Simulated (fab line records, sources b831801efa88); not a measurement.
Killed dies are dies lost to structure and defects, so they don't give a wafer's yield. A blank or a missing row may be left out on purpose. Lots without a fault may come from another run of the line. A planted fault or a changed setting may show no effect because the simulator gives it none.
Which tool did it? | flow gf180mcu | 24 lots, 72 wafers sampled, at 6 steps of a route of 602

WHAT THE GAUGES READ, wafer by wafer
GF_V2_THK_MEAS_01. Usual: V2_CVD_00_THK 600 nm, standard deviation 6.7.
lot  | measured     | on            | V2_CVD_00_THK (nm) | flag
L074 | day 19 02:08 | film_metro-02 | 605 601 598        |
L075 | day 19 13:10 | film_metro-04 | 615 610 599        |
L076 | day 19 22:26 | film_metro-04 | 601 591 600        |
L077 | day 20 02:59 | film_metro-04 | 607 594 605        |
L078 | day 20 20:27 | film_metro-02 | 606 600 599        |
L079 | day 21 01:56 | film_metro-01 | 601 588 597        |
L080 | day 21 14:01 | film_metro-01 | 606 613 609        |
L081 | day 22 08:02 | film_metro-01 | 604 607 598        |
L082 | day 22 09:57 | film_metro-01 | 598 599 606        |
L083 | day 22 20:03 | film_metro-04 | 591 591 593        |
L084 | day 23 05:53 | film_metro-04 | 600 602 605        |
L085 | day 23 12:02 | film_metro-02 | 598 596 606        |
L086 | day 23 18:37 | film_metro-01 | 601 597 593        |
L087 | day 23 23:47 | film_metro-04 | 604 608 602        |
L088 | day 24 11:41 | film_metro-04 | 609 607 604        |
L089 | day 24 15:38 | film_metro-02 | 588 592 584        |
L090 | day 24 22:44 | film_metro-01 | 595 592 600        |
L091 | day 25 05:44 | film_metro-04 | 600 597 600        |
L092 | day 25 11:32 | film_metro-04 | 595 610 603        |
L093 | day 25 23:19 | film_metro-01 | 604 602 608        |
L094 | day 26 07:52 | film_metro-02 | 588 588 589        |
L095 | day 26 14:17 | film_metro-04 | 594 606 610        |
L096 | day 26 18:11 | film_metro-04 | 604 612 593        |
L097 | day 26 23:50 | film_metro-02 | 614 605 597        |

GF_M3_OVL_MEAS_15. Usual: M3_OVL 0 nm, standard deviation 6.
lot  | measured     | on         | M3_OVL (nm) | flag
L074 | day 21 04:37 | overlay-01 | 4 -1 7      |
L075 | day 21 15:48 | overlay-01 | -2 -3 5     |
L076 | day 22 00:46 | overlay-02 | -11 -1 -7   |
L077 | day 22 04:12 | overlay-02 | -9 -1 -8    |
L078 | day 22 22:22 | overlay-01 | -10 -5 -9   |
L079 | day 23 03:06 | overlay-01 | 9 2 3       |
L080 | day 23 14:45 | overlay-01 | 7 5 8       |
L081 | day 24 07:22 | overlay-02 | -3 -5 0     |
L082 | day 24 10:22 | overlay-02 | -2 5 -1     |
L083 | day 24 19:01 | overlay-02 | 0 -4 -3     |
L084 | day 25 04:01 | overlay-01 | 5 -6 -3     |
L085 | day 25 09:58 | overlay-01 | 2 15 11     |
L086 | day 25 17:09 | overlay-02 | 8 1 0       |
L087 | day 25 21:10 | overlay-02 | 0 -9 -15    |
L088 | day 26 08:10 | overlay-01 | 4 3 2       |
L089 | day 26 12:49 | overlay-02 | 2 -6 -7     |
L090 | day 26 18:25 | overlay-01 | 9 9 13      |
L091 | day 27 02:30 | overlay-02 | -2 9 1      |
L092 | day 27 06:34 | overlay-02 | -10 -5 -10  |
L093 | day 27 17:34 | overlay-02 | -1 2 1      |
L094 | day 28 02:04 | overlay-02 | -2 1 1      |
L095 | day 28 07:01 | overlay-01 | 9 7 6       |
L096 | day 28 12:37 | overlay-01 | 2 4 1       |
L097 | day 28 16:53 | overlay-01 | -7 -5 -4    |

GF_V4_BOW_MEAS_05. Usual: V4_BOW 135 um, standard deviation 9.2.
lot  | measured     | on            | V4_BOW (um) | flag
L074 | day 23 07:11 | film_metro-02 | 128 124 116 |
L075 | day 23 17:39 | film_metro-02 | 140 140 134 |
L076 | day 24 03:14 | film_metro-01 | 146 145 145 |
L077 | day 24 05:07 | film_metro-04 | 139 132 124 |
L078 | day 24 22:31 | film_metro-02 | 138 130 137 |
L079 | day 25 03:51 | film_metro-01 | 131 136 139 |
L080 | day 25 13:56 | film_metro-01 | 124 142 137 |
L081 | day 26 06:35 | film_metro-02 | 133 145 138 |
L082 | day 26 08:44 | film_metro-04 | 129 114 123 |
L083 | day 26 17:50 | film_metro-02 | 140 149 133 |
L084 | day 27 02:01 | film_metro-04 | 132 131 132 |
L085 | day 27 07:08 | film_metro-01 | 128 141 138 |
L086 | day 27 15:22 | film_metro-04 | 141 123 130 |
L087 | day 27 17:58 | film_metro-04 | 144 134 147 |
L088 | day 28 05:00 | film_metro-01 | 140 139 125 |
L089 | day 28 11:59 | film_metro-04 | 136 141 140 |
L090 | day 28 15:20 | film_metro-04 | 146 151 156 |
L091 | day 28 21:03 | film_metro-01 | 139 146 154 |
L092 | day 29 01:29 | film_metro-02 | 147 143 146 |
L093 | day 29 13:29 | film_metro-01 | 131 121 115 |
L094 | day 29 19:36 | film_metro-01 | 139 131 129 |
L095 | day 30 04:25 | film_metro-02 | 133 133 127 |
L096 | day 30 08:16 | film_metro-04 | 134 117 131 |
L097 | day 30 11:15 | film_metro-01 | 139 145 153 |

WHICH TOOL RAN EACH LOT (tool, then ch and the chambers of the sampled wafers, then the start)
lot  | GF_M3_SPUTTER_00             | GF_M4_METAL_ETCH_16               | GF_M4_STRIP_17
L074 | pvd_sputter-02, day 20 04:33 | rie_metal-01 ch 0, day 23 05:48   | plasma_asher-02 ch 0,1, day 23 06:03
L075 | pvd_sputter-01, day 20 15:11 | rie_metal-01 ch 1, day 23 16:21   | plasma_asher-04 ch 0,1, day 23 16:29
L076 | pvd_sputter-02, day 21 00:57 | rie_metal-03 ch 0,1, day 24 01:59 | plasma_asher-02 ch 0,1, day 24 02:07
L077 | pvd_sputter-01, day 21 04:51 | rie_metal-01 ch 0,1, day 24 03:53 | plasma_asher-04 ch 0,1, day 24 04:01
L078 | pvd_sputter-03, day 21 22:30 | rie_metal-02 ch 0,1, day 24 21:17 | plasma_asher-02 ch 0,1, day 24 21:25
L079 | pvd_sputter-02, day 22 03:50 | rie_metal-02 ch 0,1, day 25 02:35 | plasma_asher-01 ch 0,1, day 25 02:43
L080 | pvd_sputter-01, day 22 15:31 | rie_metal-01 ch 0,1, day 25 12:41 | plasma_asher-02 ch 0,1, day 25 12:49
L081 | pvd_sputter-01, day 23 08:56 | rie_metal-01 ch 0,1, day 26 05:20 | plasma_asher-01 ch 0,1, day 26 05:28
L082 | pvd_sputter-02, day 23 11:44 | rie_metal-01 ch 0,1, day 26 07:31 | plasma_asher-04 ch 0,1, day 26 07:38
L083 | pvd_sputter-03, day 23 20:44 | rie_metal-03 ch 0,1, day 26 16:35 | plasma_asher-04 ch 0,1, day 26 16:43
L084 | pvd_sputter-03, day 24 06:02 | rie_metal-03 ch 0, day 27 00:41   | plasma_asher-04 ch 0,1, day 27 00:49
L085 | pvd_sputter-03, day 24 11:56 | rie_metal-01 ch 0,1, day 27 05:43 | plasma_asher-01 ch 0,1, day 27 05:50
L086 | pvd_sputter-01, day 24 18:38 | rie_metal-02 ch 0,1, day 27 14:08 | plasma_asher-01 ch 0,1, day 27 14:16
L087 | pvd_sputter-01, day 24 23:44 | rie_metal-03 ch 0,1, day 27 16:44 | plasma_asher-01 ch 0,1, day 27 16:52
L088 | pvd_sputter-03, day 25 11:04 | rie_metal-01 ch 0,1, day 28 03:17 | plasma_asher-01 ch 0,1, day 28 03:25
L089 | pvd_sputter-01, day 25 15:13 | rie_metal-02 ch 1, day 28 06:44   | plasma_asher-02 ch 0,1, day 28 06:59
L090 | pvd_sputter-01, day 25 22:08 | rie_metal-01 ch 0,1, day 28 13:02 | plasma_asher-01 ch 0,1, day 28 13:10
L091 | pvd_sputter-01, day 26 05:21 | rie_metal-02 ch 0,1, day 28 19:32 | plasma_asher-02 ch 0,1, day 28 19:40
L092 | pvd_sputter-01, day 26 09:54 | rie_metal-03 ch 0,1, day 29 00:13 | plasma_asher-01 ch 0,1, day 29 00:20
L093 | pvd_sputter-01, day 26 21:14 | rie_metal-03 ch 0,1, day 29 11:56 | plasma_asher-02 ch 0,1, day 29 12:04
L094 | pvd_sputter-01, day 27 06:30 | rie_metal-01 ch 0,1, day 29 18:20 | plasma_asher-02 ch 0,1, day 29 18:28
L095 | pvd_sputter-01, day 27 12:17 | rie_metal-01 ch 0,1, day 30 03:08 | plasma_asher-01 ch 0,1, day 30 03:16
L096 | pvd_sputter-03, day 27 16:49 | rie_metal-02 ch 0,1, day 30 07:02 | plasma_asher-04 ch 0,1, day 30 07:10
L097 | pvd_sputter-01, day 27 22:28 | rie_metal-01 ch 0,1, day 30 09:57 | plasma_asher-01 ch 0,1, day 30 10:05
- GF_M3_SPUTTER_00: material Ti, target thk 37.5 nm, time 150 s.
- GF_M4_METAL_ETCH_16: etches the open film in Cl2/BCl3, stops on SiO2, target depth 750.8 nm, time 125.1 s.
- GF_M4_STRIP_17: strips in O2/N2.

WHAT THE TOOLS THEMSELVES READ (means of the sampled wafers that have a number; where no wafer has one, the mark that the record gives instead)
GF_M3_SPUTTER_00. Usual: chamber_pressure_pa 2.000 Pa, standard deviation 0.0041; throttle_valve_pct 30.0 %, standard deviation 0.96.
lot  | tool           | chamber_pressure_pa (Pa) | throttle_valve_pct (%) | flag
L074 | pvd_sputter-02 | 2.004                    | 31.2                   |
L075 | pvd_sputter-01 | 1.997                    | 29.8                   |
L076 | pvd_sputter-02 | 1.996                    | 31.8                   |
L077 | pvd_sputter-01 | 1.999                    | 29.8                   |
L078 | pvd_sputter-03 | 2.002                    | 29.2                   |
L079 | pvd_sputter-02 | 2.001                    | 31.4                   |
L080 | pvd_sputter-01 | 2.001                    | 30.1                   |
L081 | pvd_sputter-01 | 1.997                    | 30.3                   |
L082 | pvd_sputter-02 | 1.999                    | 30.2                   |
L083 | pvd_sputter-03 | 2.001                    | 28.7                   |
L084 | pvd_sputter-03 | 1.998                    | 29.3                   |
L085 | pvd_sputter-03 | 2.001                    | 28.9                   |
L086 | pvd_sputter-01 | 2.000                    | 29.9                   |
L087 | pvd_sputter-01 | 2.000                    | 29.9                   |
L088 | pvd_sputter-03 | 1.998                    | 28.6                   |
L089 | pvd_sputter-01 | 2.003                    | 29.8                   |
L090 | pvd_sputter-01 | 2.003                    | 30.3                   |
L091 | pvd_sputter-01 | 2.000                    | 29.9                   |
L092 | pvd_sputter-01 | 2.004                    | 30.0                   |
L093 | pvd_sputter-01 | 1.998                    | 30.0                   |
L094 | pvd_sputter-01 | 1.999                    | 30.0                   |
L095 | pvd_sputter-01 | 1.999                    | 29.8                   |
L096 | pvd_sputter-03 | 2.002                    | 29.5                   |
L097 | pvd_sputter-01 | 1.997                    | 30.1                   |

GF_M4_METAL_ETCH_16. Usual: chamber_pressure_mTorr 8.001 mTorr, standard deviation 0.0077; drypump_motor_current_A 5.8 A, standard deviation 0.37; he_backside_leak_sccm 3.4 sccm, standard deviation 0.34; oes_product_au 0.990 a.u., standard deviation 0.0058; throttle_valve_pct 28.229 %, standard deviation 0.0094.
lot  | tool         | chamber_pressure_mTorr (mTorr) | drypump_motor_current_A (A) | he_backside_leak_sccm (sccm) | oes_product_au (a.u.) | throttle_valve_pct (%) | flag
L074 | rie_metal-01 | 8.001                          | 6.3                         | 3.5                          | 0.991                 | 28.228                 |
L075 | rie_metal-01 | 8.004                          | 5.6                         | 3.7                          | 0.986                 | 28.236                 |
L076 | rie_metal-03 | 8.002                          | 5.6                         | 3.4                          | 0.990                 | 28.233                 |
L077 | rie_metal-01 | 8.004                          | 6.1                         | 3.4                          | 0.993                 | 28.228                 |
L078 | rie_metal-02 | 8.008                          | 5.7                         | 3.2                          | 0.991                 | 28.229                 |
L079 | rie_metal-02 | 7.998                          | 5.5                         | 3.7                          | 0.993                 | 28.221                 |
L080 | rie_metal-01 | 7.995                          | 6.1                         | 3.3                          | 0.988                 | 28.232                 |
L081 | rie_metal-01 | 7.996                          | 6.1                         | 3.3                          | 0.997                 | 28.229                 |
L082 | rie_metal-01 | 8.000                          | 6.1                         | 3.3                          | 0.991                 | 28.223                 |
L083 | rie_metal-03 | 8.001                          | 5.7                         | 4.3                          | 0.988                 | 28.233                 |
L084 | rie_metal-03 | 8.000                          | 5.4                         | 3.2                          | 0.986                 | 28.229                 |
L085 | rie_metal-01 | 7.998                          | 6.1                         | 3.6                          | 0.993                 | 28.226                 |
L086 | rie_metal-02 | 7.994                          | 5.5                         | 3.3                          | 0.986                 | 28.224                 |
L087 | rie_metal-03 | 8.001                          | 5.6                         | 3.4                          | 0.983                 | 28.235                 |
L088 | rie_metal-01 | 7.998                          | 6.1                         | 3.4                          | 0.988                 | 28.231                 |
L089 | rie_metal-02 | 8.002                          | 5.9                         | 3.1                          | 0.998                 | 28.228                 |
L090 | rie_metal-01 | 8.001                          | 5.9                         | 3.4                          | 0.989                 | 28.223                 |
L091 | rie_metal-02 | 8.006                          | 5.5                         | 3.2                          | 0.989                 | 28.224                 |
L092 | rie_metal-03 | 7.997                          | 5.8                         | 3.5                          | 0.989                 | 28.230                 |
L093 | rie_metal-03 | 8.002                          | 5.8                         | 3.5                          | 0.988                 | 28.227                 |
L094 | rie_metal-01 | 7.999                          | 6.1                         | 3.6                          | 0.994                 | 28.224                 |
L095 | rie_metal-01 | 8.001                          | 5.8                         | 3.3                          | 0.995                 | 28.218                 |
L096 | rie_metal-02 | 8.004                          | 5.7                         | 3.2                          | 0.994                 | 28.228                 |
L097 | rie_metal-01 | 8.002                          | 5.8                         | 3.4                          | 0.989                 | 28.233                 |

GF_M4_STRIP_17. Usual: chamber_pressure_mTorr 1500.1 mTorr, standard deviation 1.4; drypump_motor_current_A 5.7 A, standard deviation 0.69; heater_power_w 355 W, standard deviation 39; oes_product_au 0.537 a.u., standard deviation 0.0047; strip_time_to_endpoint_s 7.39 s, standard deviation 0.048.
lot  | tool            | chamber_pressure_mTorr (mTorr) | drypump_motor_current_A (A) | heater_power_w (W) | oes_product_au (a.u.) | strip_time_to_endpoint_s (s) | flag
L074 | plasma_asher-02 | 1500.1                         | 5.8                         | 370                | 0.533                 | 7.34                         |
L075 | plasma_asher-04 | 1499.5                         | 5.6                         | 331                | 0.537                 | 7.41                         |
L076 | plasma_asher-02 | 1500.2                         | 5.8                         | 377                | 0.538                 | 7.41                         |
L077 | plasma_asher-04 | 1500.2                         | 5.8                         | 362                | 0.534                 | 7.41                         |
L078 | plasma_asher-02 | 1499.8                         | 6.0                         | 355                | 0.534                 | 7.35                         |
L079 | plasma_asher-01 | 1499.2                         | 6.0                         | 365                | 0.540                 | 7.43                         |
L080 | plasma_asher-02 | 1499.7                         | 5.8                         | 364                | 0.540                 | 7.37                         |
L081 | plasma_asher-01 | 1500.7                         | 6.0                         | 365                | 0.543                 | 7.40                         |
L082 | plasma_asher-04 | 1500.7                         | 5.6                         | 339                | 0.533                 | 7.34                         |
L083 | plasma_asher-04 | 1501.7                         | 5.6                         | 334                | 0.538                 | 7.43                         |
L084 | plasma_asher-04 | 1501.5                         | 5.6                         | 340                | 0.539                 | 7.43                         |
L085 | plasma_asher-01 | 1500.8                         | 5.3                         | 335                | 0.539                 | 7.37                         |
L086 | plasma_asher-01 | 1500.3                         | 6.0                         | 370                | 0.542                 | 7.45                         |
L087 | plasma_asher-01 | 1500.4                         | 5.3                         | 335                | 0.540                 | 7.43                         |
L088 | plasma_asher-01 | 1499.8                         | 6.0                         | 368                | 0.536                 | 7.38                         |
L089 | plasma_asher-02 | 1500.4                         | 5.8                         | 369                | 0.539                 | 7.37                         |
L090 | plasma_asher-01 | 1500.7                         | 5.3                         | 339                | 0.536                 | 7.41                         |
L091 | plasma_asher-02 | 1499.0                         | 5.8                         | 367                | 0.532                 | 7.36                         |
L092 | plasma_asher-01 | 1500.0                         | 5.9                         | 372                | 0.540                 | 7.43                         |
L093 | plasma_asher-02 | 1499.4                         | 6.0                         | 357                | 0.539                 | 7.43                         |
L094 | plasma_asher-02 | 1500.5                         | 5.9                         | 359                | 0.535                 | 7.33                         |
L095 | plasma_asher-01 | 1500.7                         | 5.3                         | 338                | 0.539                 | 7.37                         |
L096 | plasma_asher-04 | 1498.7                         | 5.8                         | 363                | 0.529                 | 7.31                         |
L097 | plasma_asher-01 | 1499.9                         | 5.3                         | 341                | 0.537                 | 7.38                         |

THE ANSWER, worked out from the rows above alone
Rule: a lot is off if the mean of its wafers that have a number lies more than 3 standard deviations from the usual mean. A lot without any number at a reading at which 4 lots or more have one is off too. The other lots that the step has rows for count as sound. The gauges are gone through in route order, then the tools' own readings, and for those a lot's mean is taken as printed above. The first step at which some lot is off is used, and at that step the reading that is off furthest; a lot without a number counts as furthest.
No lot is off at any reading shown: from this, nothing can be told.

WHAT THE SIMULATOR HAD PUT IN
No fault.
